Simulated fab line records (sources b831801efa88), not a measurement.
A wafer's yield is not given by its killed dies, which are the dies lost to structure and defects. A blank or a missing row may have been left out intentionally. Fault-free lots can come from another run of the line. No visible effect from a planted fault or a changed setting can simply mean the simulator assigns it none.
Problem report in the 8D (eight disciplines) form, filled by code / flow gf180mcu / the parts of the form that need people (team, actions taken, sign-off) are left out

1. WHAT WENT WRONG
Across 2 wafers from 2 lots, CONTACT_CVD_00_THK at GF_CONTACT_THK_MEAS_01 averages 146 nm, while fault-free wafers read 302 nm with a standard deviation of 3.8. Relative to the usual mean, that is a shift of -41 standard deviations.
First seen on wafer L804.3, day 20 00:20, on film_metro-01. At this step, 39 wafers from 13 lots have a number in the record. Rule for "out" (also "out of limits"): further than 4 standard deviations from the usual mean. All remaining wafers that have a number are taken as sound.

2. WHAT IT IS, WHAT IT ISN'T
question=which readings at this step | is=CONTACT_CVD_00_THK | is not=-
question=which lots | is=L804, L805 | is not=L791, L793, L794, L795, L797, L798, L799, L801, L803, L808, L814
question=which wafers of those lots | is=L804.3, L805.6 | is not=L804.1, L804.2, L805.3, L805.4
question=read on which gauges | is=film_metro-01, film_metro-02 | is not=film_metro-04
question=when | is=from day 20 00:20 | is not=up to then (29 sound wafers); but 8 sound wafers of L805, L808, L814 came after

3. THE SUSPECTS, EACH WITH WHAT RULES IT OUT
Counting: if a tool at a process step up to the reading ran every lot that is out, it stays a suspect. Sound lots after the first of them don't rule it out here, since some wafers of a struck lot are sound.
- the gauge at GF_CONTACT_THK_MEAS_01 is ruled out. 2 gauges (film_metro-01, film_metro-02) read the wafers that are out.
- hdpcvd-02 at GF_CONTACT_CVD_00 (deposits SiO2, target thk 300 nm, time 50 s): kept. Every lot that is out went through it, the first being L804 (day 20 00:17); the last sound lot it ran before that was L803 (day 19 14:42). Out on those wafers are its own readings of sih4_flow_sccm.
- At GF_CONTACT_CVD_00, inside hdpcvd-02: chamber 0 took the wafers that are out, while their sound lot-mates went through chambers 1, 2.
The count leaves hdpcvd-02 at GF_CONTACT_CVD_00.

4. THE CAUSE (what the simulator had put in)
hdpcvd-02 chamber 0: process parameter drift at GF_CONTACT_CVD_00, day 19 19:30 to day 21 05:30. From 60, the setting sih4_flow_sccm moved by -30. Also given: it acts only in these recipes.
The count eliminated every tool but this one.

5. THE CHAIN OF EFFECTS, in route order
Each row: a reading whose mean over the struck wafers that have a number lies more than 3 standard deviations from the usual. Only readings whose record carries a usual standard deviation are examined. hours: median over the lots of the time between each lot's start at the first step of this table that gives one and its start at this step. sigmas: the change, counted in usual standard deviations.
hours=0; step=GF_CONTACT_CVD_00; reading=sih4_flow_sccm; usual=60.01 sccm; on struck wafers=30.06; change=-29.95; sigmas=-99 or more
hours=0; step=GF_CONTACT_THK_MEAS_01; reading=CONTACT_CVD_00_THK; usual=302 nm; on struck wafers=146; change=-156; sigmas=-41
hours=-; step=GF_CONTACT_ETCH_17; reading=oes_product_au; usual=0.816 a.u.; on struck wafers=0.740; change=-0.076; sigmas=-16
Here are the process steps it includes:
- GF_CONTACT_CVD_00: deposits SiO2, target thk 300 nm, time 50 s.
- GF_CONTACT_ETCH_17: etches SiO2 in C4F8/O2/Ar, stops on CoSi2, target depth 860 nm.
At these later measuring or inspecting steps, every struck wafer for which the step has a row has a number for every such reading, and none has moved that far: GF_CONTACT_THK_MEAS_03.

6. WHAT WOULD HAVE CAUGHT IT SOONER
In this record the first reading out of limits at a measuring or inspecting step was taken at day 20 00:20, 5 hours after the fault began at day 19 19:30.
The tool's own readings at GF_CONTACT_CVD_00 were out on every struck wafer that the step has a row for (sih4_flow_sccm): an alarm limit on them would have fired on the first of those.
Lots out: 2; of these, L805 started GF_CONTACT_CVD_00 on hdpcvd-02 after day 20 00:20. It would have been spared by a hold on the tool at that moment.
